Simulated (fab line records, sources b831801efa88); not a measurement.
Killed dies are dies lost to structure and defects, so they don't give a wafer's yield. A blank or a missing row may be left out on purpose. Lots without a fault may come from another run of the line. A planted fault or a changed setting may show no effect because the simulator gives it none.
Which tool did it? | flow gf180mcu | 13 lots, 39 wafers sampled, at 4 steps of a route of 602

WHAT THE GAUGES READ, wafer by wafer
GF_V5_THK_MEAS_25: measures by xrf.
lot  | measured     | on            | V5_W_THK (nm)
L736 | day 27 03:19 | film_metro-03 | 352 349 347
L737 | day 27 08:09 | film_metro-03 | 349 352 352
L738 | day 28 06:01 | film_metro-02 | 356 356 355
L739 | day 28 07:38 | film_metro-04 | 347 349 356
L741 | day 28 19:16 | film_metro-03 | 353 354 350
L743 | day 29 10:52 | film_metro-04 | 349 344 348
L744 | day 29 13:40 | film_metro-03 | 351 350 348
L745 | day 30 02:34 | film_metro-03 | 343 349 346
L746 | day 30 09:20 | film_metro-03 | 351 348 350
L749 | day 31 09:23 | film_metro-04 | 351 348 351
L756 | day 32 23:31 | film_metro-03 | 351 350 347
L757 | day 33 03:21 | film_metro-02 | 358 358 355
L759 | day 33 15:02 | film_metro-02 | 357 354 357

GF_PASSIVATION_THK_MEAS_03.
lot  | measured     | on            | PASSIVATION_CVD_02_THK (nm)
L736 | day 28 01:26 | film_metro-04 | 688 693 709
L737 | day 28 05:36 | film_metro-01 | 685 691 697
L738 | day 29 02:58 | film_metro-01 | 688 698 694
L739 | day 29 04:48 | film_metro-02 | 675 678 695
L741 | day 29 15:26 | film_metro-01 | 700 695 712
L743 | day 30 06:51 | film_metro-04 | 696 713 699
L744 | day 30 10:22 | film_metro-01 | 689 697 702
L745 | day 30 22:16 | film_metro-04 | 688 709 698
L746 | day 31 05:11 | film_metro-01 | 687 688 703
L749 | day 32 04:16 | film_metro-04 | 693 703 705
L756 | day 33 17:35 | film_metro-04 | 695 697 709
L757 | day 33 20:43 | film_metro-01 | 696 717 706
L759 | day 34 08:13 | film_metro-04 | 698 707 711

WHICH TOOL RAN EACH LOT (tool, then ch and the chambers of the sampled wafers, then the start)
lot  | GF_MIM_SPUTTER_03            | GF_V5_SPUTTER_21
L736 | pvd_sputter-02, day 24 07:27 | pvd_sputter-01, day 27 02:58
L737 | pvd_sputter-02, day 24 13:37 | pvd_sputter-04, day 27 07:49
L738 | pvd_sputter-02, day 25 13:41 | pvd_sputter-04, day 28 05:40
L739 | pvd_sputter-02, day 25 14:04 | pvd_sputter-04, day 28 07:17
L741 | pvd_sputter-02, day 26 03:38 | pvd_sputter-03, day 28 18:56
L743 | pvd_sputter-04, day 26 19:49 | pvd_sputter-03, day 29 10:31
L744 | pvd_sputter-04, day 27 01:58 | pvd_sputter-04, day 29 13:19
L745 | pvd_sputter-02, day 27 14:13 | pvd_sputter-04, day 30 02:14
L746 | pvd_sputter-04, day 27 20:38 | pvd_sputter-01, day 30 08:59
L749 | pvd_sputter-02, day 28 22:41 | pvd_sputter-03, day 31 09:02
L756 | pvd_sputter-03, day 30 18:07 | pvd_sputter-01, day 32 23:11
L757 | pvd_sputter-04, day 30 20:25 | pvd_sputter-01, day 33 03:00
L759 | pvd_sputter-04, day 31 11:11 | pvd_sputter-04, day 33 14:43
- GF_MIM_SPUTTER_03: material Ti, target thk 10 nm, time 6.7 s.
- GF_V5_SPUTTER_21: material Ti, target thk 15 nm, time 80.02 s.

WHAT THE TOOLS THEMSELVES READ (means of the sampled wafers that have a number; where no wafer has one, the mark that the record gives instead)
GF_MIM_SPUTTER_03.
lot  | tool           | throttle_valve_pct (%)
L736 | pvd_sputter-02 | 30.7
L737 | pvd_sputter-02 | 31.3
L738 | pvd_sputter-02 | 30.9
L739 | pvd_sputter-02 | 30.7
L741 | pvd_sputter-02 | 31.1
L743 | pvd_sputter-04 | 30.7
L744 | pvd_sputter-04 | 30.8
L745 | pvd_sputter-02 | 31.1
L746 | pvd_sputter-04 | 30.3
L749 | pvd_sputter-02 | 31.3
L756 | pvd_sputter-03 | 31.0
L757 | pvd_sputter-04 | 29.9
L759 | pvd_sputter-04 | 29.6

GF_V5_SPUTTER_21.
lot  | tool           | throttle_valve_pct (%)
L736 | pvd_sputter-01 | 29.6
L737 | pvd_sputter-04 | 29.8
L738 | pvd_sputter-04 | 29.8
L739 | pvd_sputter-04 | 30.0
L741 | pvd_sputter-03 | 31.1
L743 | pvd_sputter-03 | 30.8
L744 | pvd_sputter-04 | 29.5
L745 | pvd_sputter-04 | 29.9
L746 | pvd_sputter-01 | 29.5
L749 | pvd_sputter-03 | 29.9
L756 | pvd_sputter-01 | 28.7
L757 | pvd_sputter-01 | 28.5
L759 | pvd_sputter-04 | 29.7

THE ANSWER, worked out from the rows above alone
Rule: what is usual is taken from the lots themselves. Put in order of their means at a reading, lots are off if they are a third of the lots or fewer, leave a main group of 4 or more, and stand apart from it by a gap of 3 or more times the standard deviation of the main group's means; of several such gaps the widest counts. A main group whose means are all the same, to the digits that the tables above print for the reading, isn't used. A lot without any number at a reading at which 4 lots or more have one is off too. The other lots that the step has rows for count as sound. The gauges are gone through in route order, then the tools' own readings, and for those a lot's mean is taken as printed above. The first step at which some lot is off is used, and at that step the reading that is off furthest; a lot without a number counts as furthest.
No lot is off at any reading shown: from this, nothing can be told.

WHAT THE SIMULATOR HAD PUT IN
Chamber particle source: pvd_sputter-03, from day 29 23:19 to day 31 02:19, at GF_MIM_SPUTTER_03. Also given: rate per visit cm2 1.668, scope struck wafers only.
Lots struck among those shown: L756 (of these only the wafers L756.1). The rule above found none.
